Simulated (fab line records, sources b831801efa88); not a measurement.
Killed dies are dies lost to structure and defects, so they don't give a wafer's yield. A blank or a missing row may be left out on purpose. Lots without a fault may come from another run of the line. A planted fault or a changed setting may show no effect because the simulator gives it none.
Which tool did it? | flow gf180mcu | 12 lots, 36 wafers sampled, at 5 steps of a route of 602

WHAT THE GAUGES READ, wafer by wafer
GF_V3_THK_MEAS_03. Usual: V3_CVD_02_THK 848 nm, standard deviation 12.
lot  | measured     | on            | V3_CVD_02_THK (nm) | flag
L112 | day 21 06:14 | film_metro-04 | 854 864 873        |
L114 | day 22 03:28 | film_metro-01 | 839 836 844        |
L116 | day 23 01:05 | film_metro-04 | 836 852 852        |
L123 | day 25 12:16 | film_metro-04 | 837 889 842        |
L125 | day 25 22:11 | film_metro-01 | 853 852 861        |
L126 | day 26 08:17 | film_metro-04 | 858 869 876        |
L128 | day 26 23:02 | film_metro-03 | 846 863 860        |
L129 | day 27 06:53 | film_metro-04 | 859 855 869        |
L131 | day 27 18:37 | film_metro-01 | 834 855 864        |
L132 | day 28 01:17 | film_metro-04 | 846 863 863        |
L134 | day 28 13:53 | film_metro-01 | 855 873 872        |
L135 | day 28 21:35 | film_metro-01 | 844 859 861        |

WHICH TOOL RAN EACH LOT (tool, then ch and the chambers of the sampled wafers, then the start)
lot  | GF_V2_SPUTTER_21             | GF_M3_SPUTTER_02             | GF_M3_SPUTTER_03             | GF_V3_CVD_02
L112 | pvd_sputter-01, day 20 04:19 | pvd_sputter-03, day 20 05:08 | pvd_sputter-03, day 20 05:10 | pecvd-03 ch 0,1, day 21 06:10
L114 | pvd_sputter-04, day 21 01:51 | pvd_sputter-02, day 21 02:41 | pvd_sputter-02, day 21 02:43 | pecvd-03 ch 1,2, day 22 03:23
L116 | pvd_sputter-02, day 22 00:04 | pvd_sputter-03, day 22 00:55 | pvd_sputter-03, day 22 00:56 | pecvd-03 ch 0,1, day 23 01:00
L123 | pvd_sputter-02, day 24 12:48 | pvd_sputter-01, day 24 13:38 | pvd_sputter-01, day 24 13:40 | pecvd-01 ch 0,1,2, day 25 12:11
L125 | pvd_sputter-04, day 24 22:54 | pvd_sputter-02, day 24 23:52 | pvd_sputter-02, day 24 23:53 | pecvd-02 ch 0,1,2, day 25 22:06
L126 | pvd_sputter-02, day 25 09:15 | pvd_sputter-01, day 25 10:04 | pvd_sputter-01, day 25 10:06 | pecvd-03 ch 0,1, day 26 08:12
L128 | pvd_sputter-04, day 26 00:24 | pvd_sputter-01, day 26 01:14 | pvd_sputter-01, day 26 01:16 | pecvd-02 ch 0, day 26 22:56
L129 | pvd_sputter-04, day 26 08:35 | pvd_sputter-02, day 26 09:32 | pvd_sputter-02, day 26 09:34 | pecvd-03 ch 0,1, day 27 06:48
L131 | pvd_sputter-02, day 26 20:31 | pvd_sputter-01, day 26 21:20 | pvd_sputter-01, day 26 21:22 | pecvd-03 ch 0,1,2, day 27 18:32
L132 | pvd_sputter-04, day 27 03:22 | pvd_sputter-03, day 27 04:20 | pvd_sputter-03, day 27 04:22 | pecvd-03 ch 1,2, day 28 01:13
L134 | pvd_sputter-01, day 27 15:54 | pvd_sputter-03, day 27 16:44 | pvd_sputter-03, day 27 16:46 | pecvd-03 ch 0,1,2, day 28 13:48
L135 | pvd_sputter-04, day 27 23:59 | pvd_sputter-03, day 28 00:51 | pvd_sputter-03, day 28 00:53 | pecvd-01 ch 0,2, day 28 21:26
- GF_V2_SPUTTER_21: material Ti, target thk 15 nm, time 80.02 s.
- GF_M3_SPUTTER_02: material AlCu, target thk 450 nm, time 23.9 s.
- GF_M3_SPUTTER_03: material Ti, target thk 10 nm, time 6.7 s.
- GF_V3_CVD_02: deposits SiO2 from TEOS, target thk 850 nm, time 94.851 s.

WHAT THE TOOLS THEMSELVES READ (means of the sampled wafers that have a number; where no wafer has one, the mark that the record gives instead)
GF_V2_SPUTTER_21. Usual: throttle_valve_pct 30.1 %, standard deviation 1.
lot  | tool           | throttle_valve_pct (%) | flag
L112 | pvd_sputter-01 | 29.0                   |
L114 | pvd_sputter-04 | 30.8                   |
L116 | pvd_sputter-02 | 29.2                   |
L123 | pvd_sputter-02 | 30.4                   |
L125 | pvd_sputter-04 | 30.5                   |
L126 | pvd_sputter-02 | 30.2                   |
L128 | pvd_sputter-04 | 30.6                   |
L129 | pvd_sputter-04 | 30.7                   |
L131 | pvd_sputter-02 | 28.4                   |
L132 | pvd_sputter-04 | 30.7                   |
L134 | pvd_sputter-01 | 30.5                   |
L135 | pvd_sputter-04 | 30.6                   |

GF_M3_SPUTTER_02. Usual: throttle_valve_pct 29.5 %, standard deviation 0.97.
lot  | tool           | throttle_valve_pct (%) | flag
L112 | pvd_sputter-03 | 29.7                   |
L114 | pvd_sputter-02 | 30.6                   |
L116 | pvd_sputter-03 | 29.2                   |
L123 | pvd_sputter-01 | 29.6                   |
L125 | pvd_sputter-02 | 29.7                   |
L126 | pvd_sputter-01 | 30.3                   |
L128 | pvd_sputter-01 | 29.6                   |
L129 | pvd_sputter-02 | 29.7                   |
L131 | pvd_sputter-01 | 28.7                   |
L132 | pvd_sputter-03 | 29.3                   |
L134 | pvd_sputter-03 | 29.7                   |
L135 | pvd_sputter-03 | 29.5                   |

GF_M3_SPUTTER_03. Usual: throttle_valve_pct 29.5 %, standard deviation 0.97.
lot  | tool           | throttle_valve_pct (%) | flag
L112 | pvd_sputter-03 | 29.7                   |
L114 | pvd_sputter-02 | 30.6                   |
L116 | pvd_sputter-03 | 29.3                   |
L123 | pvd_sputter-01 | 29.7                   |
L125 | pvd_sputter-02 | 29.7                   |
L126 | pvd_sputter-01 | 30.4                   |
L128 | pvd_sputter-01 | 29.5                   |
L129 | pvd_sputter-02 | 29.8                   |
L131 | pvd_sputter-01 | 28.9                   |
L132 | pvd_sputter-03 | 29.2                   |
L134 | pvd_sputter-03 | 29.8                   |
L135 | pvd_sputter-03 | 29.7                   |

GF_V3_CVD_02. Usual: heater_power_w 686 W, standard deviation 100; susceptor_temp_C 399.99 C, standard deviation 0.23.
lot  | tool     | heater_power_w (W) | susceptor_temp_C (C) | flag
L112 | pecvd-03 | 741                | 399.91               |
L114 | pecvd-03 | 701                | 400.14               |
L116 | pecvd-03 | 757                | 399.60               |
L123 | pecvd-01 | 662                | 400.06               |
L125 | pecvd-02 | 683                | 400.16               |
L126 | pecvd-03 | 716                | 400.17               |
L128 | pecvd-02 | 586                | 400.01               |
L129 | pecvd-03 | 811                | 400.07               |
L131 | pecvd-03 | 732                | 399.84               |
L132 | pecvd-03 | 729                | 400.04               |
L134 | pecvd-03 | 739                | 399.86               |
L135 | pecvd-01 | 587                | 399.97               |

THE ANSWER, worked out from the rows above alone
Rule: a lot is off if the mean of its wafers that have a number lies more than 3 standard deviations from the usual mean. A lot without any number at a reading at which 4 lots or more have one is off too. The other lots that the step has rows for count as sound. The gauges are gone through in route order, then the tools' own readings, and for those a lot's mean is taken as printed above. The first step at which some lot is off is used, and at that step the reading that is off furthest; a lot without a number counts as furthest.
No lot is off at any reading shown: from this, nothing can be told.

WHAT THE SIMULATOR HAD PUT IN
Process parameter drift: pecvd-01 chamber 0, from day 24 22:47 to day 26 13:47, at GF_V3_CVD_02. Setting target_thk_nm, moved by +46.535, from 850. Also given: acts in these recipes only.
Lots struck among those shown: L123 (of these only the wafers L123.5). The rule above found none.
